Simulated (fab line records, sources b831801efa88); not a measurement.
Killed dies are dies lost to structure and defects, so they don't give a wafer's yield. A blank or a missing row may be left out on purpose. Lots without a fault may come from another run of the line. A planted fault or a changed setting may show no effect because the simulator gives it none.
One fault seen from 2 desks | flow gf180mcu | each desk has only its own numbers; what lay behind them comes last

THE METROLOGY DESK
What the gauges read, lot by lot, whatever tool the lot ran on: means of the sampled wafers that have a number. A lot is out of limits, marked OUT, if its mean lies more than 4 standard deviations from the usual mean; the brackets give that distance.
Columns: A = SAB_CVD_00_THK at GF_SAB_THK_MEAS_01, usual 49.8 nm
lot  | first seen here | A
L442 | day 14 13:51    | 49.4
L443 | day 14 21:51    | 49.7
L444 | day 15 08:58    | 50.0
L445 | day 15 17:28    | 49.8
L446 | day 15 23:48    | 50.2
L447 | day 16 06:39    | 49.7
L448 | day 16 16:03    | 49.8
L449 | day 17 01:36    | 48.6
L452 | day 18 09:22    | 50.0
L453 | day 19 11:10    | 52.0
L463 | day 22 07:40    | 49.4
L464 | day 22 12:40    | 49.6
This desk's finding: nothing out of limits on any of the 12 lots.

THE TOOL OWNER'S DESK: pecvd-04
The tool's own readings at GF_SAB_CVD_00 (deposits SiO2 from TEOS, target thk 50 nm, time 4.9302 s): means of the sampled wafers that have a number, for each lot that ran on this tool. A lot is out of limits, marked OUT, if its mean lies more than 4 standard deviations from the usual mean; the brackets give that distance.
Columns: A = heater_power_w at GF_SAB_CVD_00, usual 628 W; B = rf_fwd_power_W at GF_SAB_CVD_00, usual 587.5 W
lot  | first seen here | A   | B
L442 | day 14 13:50    | 616 | 588.8
L443 | day 14 21:50    | 639 | 585.7
L446 | day 15 23:47    | 651 | 587.9
L447 | day 16 06:37    | 693 | 590.8
L448 | day 16 16:02    | 740 | 588.1
L453 | day 19 11:09    | 670 | 586.9
This desk's finding: nothing out of limits on any of the 6 lots.

PUT TOGETHER
The metrology desk saw nothing out of limits.
The tool owner's desk saw nothing out of limits.

WHAT THE SIMULATOR HAD PUT IN
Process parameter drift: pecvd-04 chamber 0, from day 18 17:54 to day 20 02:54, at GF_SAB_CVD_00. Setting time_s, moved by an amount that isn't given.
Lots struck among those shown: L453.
